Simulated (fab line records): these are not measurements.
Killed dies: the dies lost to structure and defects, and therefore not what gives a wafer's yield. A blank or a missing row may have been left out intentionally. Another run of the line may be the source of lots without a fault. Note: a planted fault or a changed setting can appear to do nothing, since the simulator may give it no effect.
Comparing a struck lot with a sound one -- flow sky130 -- 23 out of 708 route steps
Sound: these wafers, L672.1, L672.4, L672.5. The struck wafers were L684.2, L684.3, L684.4. The cause is given at the end.
For every step that has rows: the tool of each side, followed by ch and its chambers, followed by its first start. Under that, the readings that differ: sound wafers -- struck wafers -- difference of the means -- sigmas: that difference in standard deviations of wafers without a fault.
alike: a reading whose means differ by less than 2 such deviations, as well as words and numbers matching on both sides. not compared: withheld readings; readings where some wafer has no value; bounds like >300 that might hide an equal value; numbers whose values overlap and for which the record gives no deviation.
A row with sigmas, a row that says differs or no value, or rows on one side alone: a step with any of these is where the two part. When numbers do not overlap yet have no deviation, they are printed without sigmas and do not part them. A reading missing from all wafers of one side parts the sides only when that side holds two or more wafers.

first, 5 steps without rows for these wafers: SKY_RES_PROTECT_SOFTBAKE_03 (time 60 s); SKY_RES_PROTECT_EXPOSE_04 (exposes mask RPM, target cd 1270 nm); SKY_RES_PROTECT_PEB_05; SKY_RES_PROTECT_DEVELOP_06 (develop time 60 s); SKY_POLY_GATE_IMPLANT_02.
SKY_RES_PROTECT_STRIP_07: strips in O2/N2.
  sound on plasma_asher-02 ch 0, day 16 15:53; struck on plasma_asher-01 ch 0,1, day 20 13:18
  alike: drypump_motor_current_A, oes_product_au, strip_time_to_endpoint_s
  not compared: rf_hours_counter_h
SKY_RES_PROTECT_TW_MEAS_08:
  sound on film_metro-01, day 16 15:59; struck on film_metro-03, day 20 13:25
  alike: POLY_GATE_TW
then, 2 steps without rows for these wafers: SKY_RES_PROTECT_CLEAN_09 (cleans in SC1/SC2, time 150 s); SKY_POLY_GATE_CVD_03 (deposits Si3N4 from DCS/NH3, target thk 75 nm, time 1290 s).
SKY_POLY_GATE_THK_MEAS_04:
  sound on film_metro-04, day 16 17:28; struck on film_metro-02, day 20 14:53
  alike: POLY_GATE_CVD_03_THK
then, 2 steps without rows for these wafers: SKY_POLY_GATE_DEHYDRATE_05 (time 60 s); SKY_POLY_GATE_HMDS_06 (prime time 60 s).
SKY_POLY_GATE_COAT_07: resist thk 110 nm.
  sound on litho_track-01 ch 0, day 17 07:40; struck on litho_track-03 ch 0, day 21 05:46
reading,sound,struck,difference,sigmas
spin_speed_rpm (rpm),3000.0 3002.2 2999.4,3153.4 3146.3 3150.4,+149.5,+68
model.BARC_of_POLY_GATE_COAT_07.thk_nm (nm),109.8 109.7 109.5,107.3 107.4 107.5,-2.3,
then, 5 steps without rows for these wafers: SKY_POLY_GATE_COAT_08 (resist thk 450 nm); SKY_POLY_GATE_SOFTBAKE_09 (time 90 s); SKY_POLY_GATE_EXPOSE_10 (exposes mask P1M, target cd 150 nm); SKY_POLY_GATE_PEB_11; SKY_POLY_GATE_DEVELOP_12 (develop time 60 s).
SKY_POLY_GATE_CD_MEAS_13: the cd target is 150 nm.
  sound on cd_sem-02, day 17 22:55; struck on cd_sem-01, day 21 21:05
  alike: cd_nm
SKY_POLY_GATE_OVL_MEAS_14:
  sound on overlay-02, day 17 23:02; struck on overlay-02, day 21 21:11
  alike: POLY_GATE_OVL
SKY_POLY_GATE_ETCH_15: etches BARC in N2/H2, stops on SiO2, time 118.5 s, target depth 110 nm.
  sound on rie_diel-01 ch 0,1,2, day 17 23:04; struck on rie_diel-01 ch 1,2,3, day 21 21:13
reading,sound,struck,difference,sigmas
oes_product_au (a.u.),0.709 0.716 0.721,0.712 0.705 0.701,-0.009,-2
model.etch.depth_nm (nm),109.8 109.7 109.5,107.3 107.4 107.5,-2.3,
  alike: drypump_motor_current_A, throttle_valve_pct
  not compared: rf_hours_counter_h
SKY_POLY_GATE_ETCH_16: etches Si3N4 in CH3F/O2, stops on poly-Si, time 147.5 s, target depth 75 nm.
  sound on rie_diel-01 ch 0,1,2, day 17 23:09; struck on rie_diel-01 ch 1,2,3, day 21 21:18
  alike: drypump_motor_current_A, oes_product_au, throttle_valve_pct
  not compared: rf_hours_counter_h
after that, 1 step had no rows for these wafers: SKY_PAD_OPEN_PROBE_99.

## WHERE THEY PART
Last at SKY_POLY_GATE_ETCH_15 as far as this record goes, first at SKY_POLY_GATE_COAT_07. Later steps at which nothing parts them and some readings are alike: SKY_POLY_GATE_ETCH_16.

WHY: the cause the simulator had injected
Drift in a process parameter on litho_track-03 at SKY_POLY_GATE_COAT_07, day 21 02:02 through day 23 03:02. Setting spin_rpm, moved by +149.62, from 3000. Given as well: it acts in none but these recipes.
